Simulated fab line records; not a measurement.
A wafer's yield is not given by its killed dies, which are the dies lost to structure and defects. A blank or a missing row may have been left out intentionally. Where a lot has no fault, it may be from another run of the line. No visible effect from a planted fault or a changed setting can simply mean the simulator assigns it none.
The tool behind it: which one? / flow sky130 / 12 lots, 36 wafers sampled, at 6 steps of a route of 708

WHAT THE GAUGES SHOWED, per wafer
SKY_PWDE_TW_MEAS_10.
lot=L376; measured=day 3 20:14; on=film metro-04; PWDE_TW=374.8 375.0 376.7
lot=L377; measured=day 4 03:31; on=film metro-01; PWDE_TW=375.9 378.1 377.4
lot=L378; measured=day 4 07:41; on=film metro-01; PWDE_TW=377.2 376.9 376.4
lot=L379; measured=day 4 12:02; on=film metro-02; PWDE_TW=376.3 375.8 375.3
lot=L380; measured=day 4 19:13; on=film metro-01; PWDE_TW=376.7 375.5 378.2
lot=L388; measured=day 6 19:34; on=film metro-01; PWDE_TW=449.9 448.7 447.5
lot=L389; measured=day 7 00:33; on=film metro-02; PWDE_TW=448.8 448.2 448.3
lot=L390; measured=day 7 04:17; on=film metro-02; PWDE_TW=448.1 451.4 446.0
lot=L391; measured=day 7 12:17; on=film metro-02; PWDE_TW=376.0 375.9 375.8
lot=L392; measured=day 7 18:35; on=film metro-01; PWDE_TW=376.4 375.7 375.9
lot=L397; measured=day 8 23:10; on=film metro-04; PWDE_TW=375.2 373.9 373.6
lot=L399; measured=day 9 03:19; on=film metro-02; PWDE_TW=376.5 376.8 380.1

SKY_NWELL_RS_MEAS_31: measures by four-point-probe.
lot=L376; measured=day 5 05:53; on=film metro-04; PWDE_RS (ohm/sq)=5262 5252 5263
lot=L377; measured=day 5 13:29; on=film metro-01; PWDE_RS (ohm/sq)=5277 5282 5259
lot=L378; measured=day 5 18:01; on=film metro-04; PWDE_RS (ohm/sq)=5275 5287 5302
lot=L379; measured=day 5 23:23; on=film metro-02; PWDE_RS (ohm/sq)=5267 5270 5277
lot=L380; measured=day 6 06:34; on=film metro-01; PWDE_RS (ohm/sq)=5313 5282 5294
lot=L388; measured=day 8 12:10; on=film metro-01; PWDE_RS (ohm/sq)=3426 3420 3425
lot=L389; measured=day 8 18:40; on=film metro-04; PWDE_RS (ohm/sq)=3432 3433 3427
lot=L390; measured=day 8 22:44; on=film metro-02; PWDE_RS (ohm/sq)=3432 3427 3426
lot=L391; measured=day 9 07:56; on=film metro-02; PWDE_RS (ohm/sq)=5280 5280 5280
lot=L392; measured=day 9 13:28; on=film metro-04; PWDE_RS (ohm/sq)=5285 5268 5262
lot=L397; measured=day 10 21:40; on=film metro-02; PWDE_RS (ohm/sq)=5265 5279 5257
lot=L399; measured=day 11 01:28; on=film metro-01; PWDE_RS (ohm/sq)=5235 5247 5229

SKY_SONOS_TUNNEL_OVL_MEAS_08.
lot=L376; measured=day 11 06:01; on=overlay-01; SONOS_TUNNEL_OVL (nm)=-0.4 -1.9 1.0
lot=L377; measured=day 11 18:04; on=overlay-01; SONOS_TUNNEL_OVL (nm)=1.7 1.6 -0.1
lot=L378; measured=day 11 22:33; on=overlay-01; SONOS_TUNNEL_OVL (nm)=0.2 0.5 2.1
lot=L379; measured=day 12 06:58; on=overlay-02; SONOS_TUNNEL_OVL (nm)=-0.7 -1.4 -0.2
lot=L380; measured=day 12 17:21; on=overlay-02; SONOS_TUNNEL_OVL (nm)=1.1 -0.7 0.2
lot=L388; measured=day 15 15:18; on=overlay-01; SONOS_TUNNEL_OVL (nm)=2.2 3.7 1.8
lot=L389; measured=day 15 21:23; on=overlay-02; SONOS_TUNNEL_OVL (nm)=0.5 3.7 2.3
lot=L390; measured=day 16 03:37; on=overlay-02; SONOS_TUNNEL_OVL (nm)=-0.3 -1.6 -0.3
lot=L391; measured=day 16 14:16; on=overlay-01; SONOS_TUNNEL_OVL (nm)=1.6 0.2 1.7
lot=L392; measured=day 16 21:39; on=overlay-01; SONOS_TUNNEL_OVL (nm)=1.9 1.7 1.3
lot=L397; measured=day 18 15:51; on=overlay-01; SONOS_TUNNEL_OVL (nm)=0.9 0.4 2.4
lot=L399; measured=day 18 21:30; on=overlay-01; SONOS_TUNNEL_OVL (nm)=0.8 1.6 -2.1

SKY_SONOS_TUNNEL_TW_MEAS_12.
lot=L376; measured=day 11 06:28; on=film metro-03; SONOS_TUNNEL_TW=197.2 196.9 196.1
lot=L377; measured=day 11 18:31; on=film metro-02; SONOS_TUNNEL_TW=199.8 199.4 199.8
lot=L378; measured=day 11 23:02; on=film metro-02; SONOS_TUNNEL_TW=200.3 200.1 200.8
lot=L379; measured=day 12 07:25; on=film metro-04; SONOS_TUNNEL_TW=197.1 197.7 197.1
lot=L380; measured=day 12 17:48; on=film metro-02; SONOS_TUNNEL_TW=200.1 198.9 199.1
lot=L388; measured=day 15 15:45; on=film metro-03; SONOS_TUNNEL_TW=196.4 196.2 197.3
lot=L389; measured=day 15 21:50; on=film metro-03; SONOS_TUNNEL_TW=196.2 196.6 197.8
lot=L390; measured=day 16 04:05; on=film metro-03; SONOS_TUNNEL_TW=197.5 197.5 197.5
lot=L391; measured=day 16 14:48; on=film metro-04; SONOS_TUNNEL_TW=197.8 197.1 197.4
lot=L392; measured=day 16 22:11; on=film metro-03; SONOS_TUNNEL_TW=197.9 196.1 196.9
lot=L397; measured=day 18 16:19; on=film metro-03; SONOS_TUNNEL_TW=197.4 198.0 197.1
lot=L399; measured=day 18 21:58; on=film metro-02; SONOS_TUNNEL_TW=198.7 197.9 198.4

WHAT TOOL EACH LOT RAN ON (gives the tool, then ch and the chambers of the sampled wafers, and finally the start)
lot=L376; SKY_PWDE_IMPLANT_08=implanter-04 ch 0, day 3 20:00; SKY_NWELL_RTA_28=rtp anneal-02 ch 0, day 5 05:32
lot=L377; SKY_PWDE_IMPLANT_08=implanter-01 ch 0, day 4 03:17; SKY_NWELL_RTA_28=rtp anneal-01 ch 0, day 5 13:09
lot=L378; SKY_PWDE_IMPLANT_08=implanter-02 ch 0, day 4 07:26; SKY_NWELL_RTA_28=rtp anneal-01 ch 0, day 5 17:41
lot=L379; SKY_PWDE_IMPLANT_08=implanter-01 ch 0, day 4 11:48; SKY_NWELL_RTA_28=rtp anneal-01 ch 0, day 5 23:02
lot=L380; SKY_PWDE_IMPLANT_08=implanter-02 ch 0, day 4 18:58; SKY_NWELL_RTA_28=rtp anneal-01 ch 0, day 6 06:14
lot=L388; SKY_PWDE_IMPLANT_08=implanter-02 ch 0, day 6 19:19; SKY_NWELL_RTA_28=rtp anneal-02 ch 0, day 8 11:49
lot=L389; SKY_PWDE_IMPLANT_08=implanter-02 ch 0, day 7 00:20; SKY_NWELL_RTA_28=rtp anneal-02 ch 0, day 8 18:19
lot=L390; SKY_PWDE_IMPLANT_08=implanter-02 ch 0, day 7 04:05; SKY_NWELL_RTA_28=rtp anneal-01 ch 0, day 8 22:23
lot=L391; SKY_PWDE_IMPLANT_08=implanter-01 ch 0, day 7 12:02; SKY_NWELL_RTA_28=rtp anneal-02 ch 0, day 9 07:35
lot=L392; SKY_PWDE_IMPLANT_08=implanter-01 ch 0, day 7 18:20; SKY_NWELL_RTA_28=rtp anneal-01 ch 0, day 9 13:07
lot=L397; SKY_PWDE_IMPLANT_08=implanter-04 ch 0, day 8 22:55; SKY_NWELL_RTA_28=rtp anneal-01 ch 0, day 10 21:20
lot=L399; SKY_PWDE_IMPLANT_08=implanter-01 ch 0, day 9 03:04; SKY_NWELL_RTA_28=rtp anneal-02 ch 0, day 11 01:07
- SKY_PWDE_IMPLANT_08
- SKY_NWELL_RTA_28: time 30 s.

WHAT THE TOOLS THEMSELVES READ (means of the sampled wafers that have a number; where no wafer has one, the mark that the record gives instead)
SKY_PWDE_IMPLANT_08.
lot=L376; tool=implanter-04; dose ions cm2=3.603e+12; faraday current uA=19.9
lot=L377; tool=implanter-01; dose ions cm2=3.595e+12; faraday current uA=20.4
lot=L378; tool=implanter-02; dose ions cm2=3.596e+12; faraday current uA=20.3
lot=L379; tool=implanter-01; dose ions cm2=3.605e+12; faraday current uA=20.6
lot=L380; tool=implanter-02; dose ions cm2=3.597e+12; faraday current uA=20.3
lot=L388; tool=implanter-02; dose ions cm2=6.310e+12; faraday current uA=35.4
lot=L389; tool=implanter-02; dose ions cm2=6.308e+12; faraday current uA=35.6
lot=L390; tool=implanter-02; dose ions cm2=6.312e+12; faraday current uA=35.9
lot=L391; tool=implanter-01; dose ions cm2=3.598e+12; faraday current uA=20.4
lot=L392; tool=implanter-01; dose ions cm2=3.604e+12; faraday current uA=20.6
lot=L397; tool=implanter-04; dose ions cm2=3.598e+12; faraday current uA=20.7
lot=L399; tool=implanter-01; dose ions cm2=3.605e+12; faraday current uA=20.4

SKY_NWELL_RTA_28.
lot=L376; tool=rtp anneal-02; lamp power pct (%)=25.27; wafer_temp_C_max=1054.5
lot=L377; tool=rtp anneal-01; lamp power pct (%)=25.28; wafer_temp_C_max=1054.8
lot=L378; tool=rtp anneal-01; lamp power pct (%)=25.34; wafer_temp_C_max=1055.7
lot=L379; tool=rtp anneal-01; lamp power pct (%)=25.28; wafer_temp_C_max=1055.0
lot=L380; tool=rtp anneal-01; lamp power pct (%)=25.30; wafer_temp_C_max=1055.1
lot=L388; tool=rtp anneal-02; lamp power pct (%)=25.32; wafer_temp_C_max=1053.9
lot=L389; tool=rtp anneal-02; lamp power pct (%)=25.29; wafer_temp_C_max=1055.3
lot=L390; tool=rtp anneal-01; lamp power pct (%)=25.29; wafer_temp_C_max=1055.0
lot=L391; tool=rtp anneal-02; lamp power pct (%)=25.30; wafer_temp_C_max=1054.2
lot=L392; tool=rtp anneal-01; lamp power pct (%)=25.35; wafer_temp_C_max=1055.0
lot=L397; tool=rtp anneal-01; lamp power pct (%)=25.27; wafer_temp_C_max=1055.1
lot=L399; tool=rtp anneal-02; lamp power pct (%)=25.31; wafer_temp_C_max=1054.4

THE ANSWER, worked out from the rows above alone
Rule: the usual values come from the lots themselves. Put in order of their means at a reading, lots are off if they are a third of the lots or fewer, leave a main group of 4 or more, and stand apart from it by a gap of 3 or more times the standard deviation of the main group's means; of several such gaps the widest counts. A main group is skipped when, at the precision printed for the reading in the tables above, its means are all equal. Also off: a lot with no number at a reading for which 4 or more lots have one. Any other lot the step has rows for is counted as sound. After the gauges, taken in route order, come the tools' own readings; for these a lot's mean is taken, as printed above. At the first step where some lot is off, the reading lying furthest off is the one used; lots without a number count as furthest.
Off: at SKY_PWDE_TW_MEAS_10 (PWDE_TW), L388, L389, L390. Main group: mean 376.2, sd 0.99.
A tool fits if, at a process step before that reading, it ran every lot that is off, and no sound lot after the first of them. The gauges at SKY_PWDE_TW_MEAS_10 aren't tried: what is off there is off at SKY_PWDE_IMPLANT_08 too, on other tools, and a gauge's error can't cause that. One candidate fits, namely implanter-02 at SKY_PWDE_IMPLANT_08. A fault onset in the window from L380 (day 4 18:58, its last sound lot) to L388 (day 6 19:19, its first lot off) fits.
The tool's own readings at SKY_PWDE_IMPLANT_08 bear it out: on the lots that are off they differ by more than 5 times the standard deviation of the sound lots' means. dose ions cm2 reads 6.310e+12 there against 3.600e+12 on the sound lots; faraday current uA reads 35.6 there against 20.4 on the sound lots.

WHAT THE SIMULATOR PUT IN
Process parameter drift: implanter-02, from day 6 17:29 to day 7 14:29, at SKY_PWDE_IMPLANT_08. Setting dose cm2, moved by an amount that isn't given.
Shown lots that were struck: L388, L389, L390. This agrees with what the rule above found.
